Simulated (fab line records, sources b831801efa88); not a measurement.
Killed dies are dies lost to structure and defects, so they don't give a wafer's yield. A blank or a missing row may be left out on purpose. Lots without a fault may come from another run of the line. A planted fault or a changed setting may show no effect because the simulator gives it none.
Which tool did it? | flow sky130 | 12 lots, 36 wafers sampled, at 3 steps of a route of 708

WHAT THE GAUGES READ, wafer by wafer
SKY_VIA2_THK_MEAS_23: measures by xrf. Usual: VIA2_W_THK 403 nm, standard deviation 4.5.
lot  | measured     | on            | VIA2_W_THK (nm) | flag
L122 | day 37 19:56 | film_metro-04 | 397 400 402     |
L123 | day 38 02:03 | film_metro-04 | 406 406 404     |
L124 | day 38 07:32 | film_metro-02 | 401 401 403     |
L125 | day 38 14:38 | film_metro-02 | 405 409 404     |
L127 | day 39 01:50 | film_metro-02 | 411 413 409     |
L130 | day 39 23:26 | film_metro-03 | 410 402 399     |
L131 | day 40 09:42 | film_metro-04 | 405 405 409     |
L132 | day 40 15:14 | film_metro-04 | 409 409 413     |
L135 | day 41 12:23 | film_metro-03 | 401 404 402     |
L138 | day 42 06:13 | film_metro-02 | 397 398 399     |
L141 | day 43 07:25 | film_metro-04 | 411 408 407     |
L142 | day 43 18:32 | film_metro-02 | 395 404 403     |

SKY_METAL3_CD_MEAS_13: target cd 300 nm. Usual: cd_nm 299.6 nm, standard deviation 1.3.
lot  | measured     | on        | cd_nm (nm)        | flag
L122 | day 39 23:13 | cd_sem-02 | 300.5 299.9 301.6 |
L123 | day 40 06:01 | cd_sem-01 | 297.0 296.5 297.6 |
L124 | day 40 10:29 | cd_sem-02 | 299.3 299.9 300.7 |
L125 | day 40 18:01 | cd_sem-02 | 300.7 301.2 300.4 |
L127 | day 41 03:51 | cd_sem-01 | 299.1 299.8 300.7 |
L130 | day 42 00:44 | cd_sem-02 | 301.0 301.2 301.0 |
L131 | day 42 11:08 | cd_sem-01 | 299.8 298.8 299.1 |
L132 | day 42 15:59 | cd_sem-01 | 300.3 300.1 300.0 |
L135 | day 43 12:32 | cd_sem-01 | 299.7 299.0 300.1 |
L138 | day 44 05:11 | cd_sem-01 | 300.0 300.5 300.5 |
L141 | day 45 05:43 | cd_sem-01 | 300.5 300.9 299.2 |
L142 | day 45 15:55 | cd_sem-02 | 300.5 298.0 298.9 |

WHICH TOOL RAN EACH LOT (tool, then ch and the chambers of the sampled wafers, then the start)
lot  | SKY_VIA2_CMP_24
L122 | cmp-02 ch 1,2, day 37 20:02
L123 | cmp-02 ch 0,1,3, day 38 02:13
L124 | cmp-01 ch 0,1, day 38 07:35
L125 | cmp-02 ch 0,1,3, day 38 14:44
L127 | cmp-01 ch 1,3, day 39 01:55
L130 | cmp-02 ch 0,1, day 39 23:29
L131 | cmp-02 ch 0,3, day 40 09:49
L132 | cmp-01 ch 0,1,3, day 40 15:20
L135 | cmp-01 ch 0,3, day 41 12:26
L138 | cmp-01 ch 0,2,3, day 42 06:23
L141 | cmp-02 ch 0,2, day 43 07:32
L142 | cmp-02 ch 0,1,2, day 43 18:44
- SKY_VIA2_CMP_24: polishes, stops on SiO2, t overpolish 20 s, target thk 0 nm.

WHAT THE TOOLS THEMSELVES READ (means of the sampled wafers that have a number; where no wafer has one, the mark that the record gives instead)
SKY_VIA2_CMP_24. Usual: edge_zone_pressure_frac 1.000, standard deviation 0.0042; motor_current_A 10.8 A, standard deviation 1.3; overpolish_run_s 20.000 s, standard deviation 0.0092; retaining_ring_pressure_frac 1.000, standard deviation 0.0045; time_to_endpoint_s 102.9 s, standard deviation 2.9.
lot  | tool   | edge_zone_pressure_frac | motor_current_A (A) | overpolish_run_s (s) | retaining_ring_pressure_frac | time_to_endpoint_s (s) | flag
L122 | cmp-02 | 0.997                   | 10.9                | 19.996               | 1.004                        | 101.9                  |
L123 | cmp-02 | 0.997                   | 10.1                | 19.986               | 0.997                        | 103.0                  |
L124 | cmp-01 | 1.001                   | 11.0                | 19.995               | 1.001                        | 102.6                  |
L125 | cmp-02 | 1.002                   | 9.7                 | 20.005               | 0.999                        | 104.4                  |
L127 | cmp-01 | 1.001                   | 10.8                | 19.998               | 1.001                        | 105.3                  |
L130 | cmp-02 | 0.999                   | 9.4                 | 19.996               | 1.003                        | 103.3                  |
L131 | cmp-02 | 1.003                   | 10.8                | 20.004               | 0.996                        | 108.3                  |
L132 | cmp-01 | 0.999                   | 10.4                | 19.999               | 1.001                        | 105.1                  |
L135 | cmp-01 | 1.002                   | 10.5                | 20.005               | 0.998                        | 102.9                  |
L138 | cmp-01 | 1.004                   | 11.1                | 20.001               | 0.998                        | 98.6                   |
L141 | cmp-02 | 0.999                   | 11.0                | 20.003               | 1.004                        | 101.9                  |
L142 | cmp-02 | 0.997                   | 10.1                | 20.009               | 1.001                        | 100.6                  |

THE ANSWER, worked out from the rows above alone
Rule: a lot is off if the mean of its wafers that have a number lies more than 3 standard deviations from the usual mean. A lot without any number at a reading at which 4 lots or more have one is off too. The other lots that the step has rows for count as sound. The gauges are gone through in route order, then the tools' own readings, and for those a lot's mean is taken as printed above. The first step at which some lot is off is used, and at that step the reading that is off furthest; a lot without a number counts as furthest.
No lot is off at any reading shown: from this, nothing can be told.

WHAT THE SIMULATOR HAD PUT IN
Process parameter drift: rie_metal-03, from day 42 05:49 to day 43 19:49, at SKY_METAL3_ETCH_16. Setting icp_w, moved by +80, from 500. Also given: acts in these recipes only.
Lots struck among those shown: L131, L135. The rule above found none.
